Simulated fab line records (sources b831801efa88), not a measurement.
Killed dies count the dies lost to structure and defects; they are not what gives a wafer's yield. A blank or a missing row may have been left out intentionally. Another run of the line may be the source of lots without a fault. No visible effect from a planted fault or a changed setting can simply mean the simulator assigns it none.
Chamber matching :: flow sky130 :: rie-diel-02 running SKY_CONTACT_ETCH_18: 4 sister chambers
The step etches Si3N4 in CHF3/O2, stops on TiN, time 39 s, target depth 75 nm. 14 wafers are shown with their chamber, then 7 later ones without.

## WAFERS, EACH WITH ITS CHAMBER
wafer: L187.3
chamber: 2
drypump-motor-current-A (A): 5.3
oes-product-au (a.u.): 0.863
chamber-pressure-mTorr (mTorr): 40.04

wafer: L187.4
chamber: 1
drypump-motor-current-A (A): 5.6
oes-product-au (a.u.): 0.856
chamber-pressure-mTorr (mTorr): 40.01

wafer: L187.6
chamber: 0
drypump-motor-current-A (A): 6.3
oes-product-au (a.u.): 0.864
chamber-pressure-mTorr (mTorr): 39.97

wafer: L191.1
chamber: 3
drypump-motor-current-A (A): 5.7
oes-product-au (a.u.): 0.856
chamber-pressure-mTorr (mTorr): 39.99

wafer: L191.4
chamber: 0
drypump-motor-current-A (A): 6.3
oes-product-au (a.u.): 0.864
chamber-pressure-mTorr (mTorr): 39.97

wafer: L191.6
chamber: 2
drypump-motor-current-A (A): 5.3
oes-product-au (a.u.): 0.864
chamber-pressure-mTorr (mTorr): 40.01

wafer: L192.1
chamber: 3
drypump-motor-current-A (A): 5.7
oes-product-au (a.u.): 0.837
chamber-pressure-mTorr (mTorr): 39.93

wafer: L192.3
chamber: 1
drypump-motor-current-A (A): 5.6
oes-product-au (a.u.): 0.858
chamber-pressure-mTorr (mTorr): 39.95

wafer: L192.5
chamber: 3
drypump-motor-current-A (A): 5.7
oes-product-au (a.u.): 0.862
chamber-pressure-mTorr (mTorr): 39.94

wafer: L193.1
chamber: 2
drypump-motor-current-A (A): 5.2
oes-product-au (a.u.): 0.851
chamber-pressure-mTorr (mTorr): 40.06

wafer: L193.3
chamber: 3
drypump-motor-current-A (A): 5.7
oes-product-au (a.u.): 0.857
chamber-pressure-mTorr (mTorr): 39.98

wafer: L193.6
chamber: 2
drypump-motor-current-A (A): 5.3
oes-product-au (a.u.): 0.851
chamber-pressure-mTorr (mTorr): 39.96

wafer: L198.1
chamber: 3
drypump-motor-current-A (A): 5.7
oes-product-au (a.u.): 0.855
chamber-pressure-mTorr (mTorr): 40.00

wafer: L198.2
chamber: 0
drypump-motor-current-A (A): 6.3
oes-product-au (a.u.): 0.866
chamber-pressure-mTorr (mTorr): 40.00

SIGNATURES, as means of the wafers listed above
reading: drypump-motor-current-A
chamber 0: 6.300
chamber 1: 5.600
chamber 2: 5.275
chamber 3: 5.700
scatter within a chamber: 0.0274

reading: oes-product-au
chamber 0: 0.86467
chamber 1: 0.85700
chamber 2: 0.85725
chamber 3: 0.85340
scatter within a chamber: 0.00726

reading: chamber-pressure-mTorr
chamber 0: 39.9800
chamber 1: 39.9800
chamber 2: 40.0175
chamber 3: 39.9680
scatter within a chamber: 0.0346
Rule: a wafer lies at a distance from a chamber equal to the root of the sum of squares, over the readings, of (its reading less the chamber's mean, divided by the reading's scatter). The wafer belongs to the nearest chamber; if the next one is less than 2 further off, it can't be placed. The scatter: the root of (the sum of the squares of (reading less its chamber's mean) over the shown wafers, divided by (wafers less chambers)).

## WAFERS WHOSE CHAMBER IS MISSING
wafer: L198.4
drypump-motor-current-A (A): 5.3
oes-product-au (a.u.): 0.854
chamber-pressure-mTorr (mTorr): 40.07

wafer: L200.2
drypump-motor-current-A (A): 6.3
oes-product-au (a.u.): 0.864
chamber-pressure-mTorr (mTorr): 40.05

wafer: L200.3
drypump-motor-current-A (A): 5.5
oes-product-au (a.u.): 0.855
chamber-pressure-mTorr (mTorr): 39.96

wafer: L200.5
drypump-motor-current-A (A): 6.3
oes-product-au (a.u.): 0.862
chamber-pressure-mTorr (mTorr): 40.06

wafer: L199.1
drypump-motor-current-A (A): 5.6
oes-product-au (a.u.): 0.858
chamber-pressure-mTorr (mTorr): 39.99

wafer: L199.2
drypump-motor-current-A (A): 5.2
oes-product-au (a.u.): 0.848
chamber-pressure-mTorr (mTorr): 40.03

wafer: L199.6
drypump-motor-current-A (A): 6.3
oes-product-au (a.u.): 0.862
chamber-pressure-mTorr (mTorr): 39.97

## WHICH CHAMBER EACH ONE RAN IN
wafer: L198.4
from the rows above: 2
in truth: 2

wafer: L200.2
from the rows above: 0
in truth: 0

wafer: L200.3
from the rows above: 1
in truth: 1

wafer: L200.5
from the rows above: 0
in truth: 0

wafer: L199.1
from the rows above: 1
in truth: 1

wafer: L199.2
from the rows above: 2
in truth: 2

wafer: L199.6
from the rows above: 0
in truth: 0
7 of 7 placed correctly. Not placeable from these rows: 0. Number placed wrongly: 0.
